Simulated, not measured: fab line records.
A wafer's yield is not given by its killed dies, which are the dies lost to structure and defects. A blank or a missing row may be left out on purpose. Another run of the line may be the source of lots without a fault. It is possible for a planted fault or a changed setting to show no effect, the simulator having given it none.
The tool behind it: which one?	flow gf180mcu	13 lots with 39 wafers sampled at 2 steps, on a route of 602 steps

## WHAT THE GAUGES READ, wafer by wafer
GF_M3_RS_MEAS_05: measurement is done with a four-point probe. Usual: M3_ALCU_RS gives 0.0697 ohm/sq (standard deviation 0.00097).
lot	measured	on	M3_ALCU_RS (ohm/sq)	flag
L866	day 20 07:41	film-metro-04	0.0698 0.0679 0.0695	
L870	day 21 17:11	film-metro-04	0.0713 0.0701 0.0710	
L871	day 22 07:25	film-metro-01	0.0690 0.0686 0.0697	
L872	day 22 13:58	film-metro-03	0.0696 0.0687 0.0698	
L875	day 23 21:42	film-metro-01	0.0714 0.0707 0.0715	
L879	day 25 00:00	film-metro-01	0.0719 0.0713 0.0711	
L880	day 25 12:34	film-metro-04	0.0695 0.0688 0.0681	
L881	day 25 15:55	film-metro-04	0.0682 0.0677 0.0684	
L882	day 25 23:22	film-metro-03	0.0707 0.0690 0.0708	
L884	day 26 16:39	film-metro-01	0.0693 0.0696 0.0700	
L887	day 27 11:27	film-metro-03	0.0703 0.0705 0.0715	
L888	day 27 17:07	film-metro-01	0.0687 0.0698 0.0695	
L889	day 28 02:16	film-metro-03	0.0695 0.0692 0.0706	

GF_V3_THK_MEAS_03. Usual: V3_CVD_02_THK gives 847 nm (standard deviation 12).
lot	measured	on	V3_CVD_02_THK (nm)	flag
L866	day 21 12:26	film-metro-01	845 847 854	
L870	day 22 18:23	film-metro-03	861 857 856	
L871	day 23 07:50	film-metro-01	846 860 846	
L872	day 23 13:29	film-metro-03	866 861 851	
L875	day 24 20:27	film-metro-02	845 844 843	
L879	day 25 22:40	film-metro-02	832 846 847	
L880	day 26 09:48	film-metro-01	836 841 853	
L881	day 26 13:51	film-metro-03	846 850 848	
L882	day 26 20:52	film-metro-01	846 851 830	
L884	day 27 13:25	film-metro-01	853 835 838	
L887	day 28 07:50	film-metro-01	834 847 853	
L888	day 28 12:49	film-metro-03	864 858 880	
L889	day 28 22:35	film-metro-01	839 845 854	

## WHICH TOOL RAN EACH LOT (tool, then ch and the chambers of the sampled wafers, then the start)
There is no process step in the record ahead of these readings.

## WHAT THE TOOLS THEMSELVES READ (means of the sampled wafers that have a number; where no wafer has one, the mark that the record gives instead)
The record holds no such reading with a usual standard deviation.

## THE ANSWER, worked out from the rows above alone
Rule: lot off if the mean of its wafers having a number is beyond 3 standard deviations from the usual mean. A lot without any number at a reading at which 4 lots or more have one is off too. The other lots that the step has rows for count as sound. Order of review: gauges by route order, followed by the tools' own readings, for which a lot's mean as printed above is used. The first step at which some lot is off is used, and at that step the reading that is off furthest; a lot without a number counts as furthest.
No lot is off at any reading shown: from this, nothing can be told.

## WHAT THE SIMULATOR HAD PUT IN
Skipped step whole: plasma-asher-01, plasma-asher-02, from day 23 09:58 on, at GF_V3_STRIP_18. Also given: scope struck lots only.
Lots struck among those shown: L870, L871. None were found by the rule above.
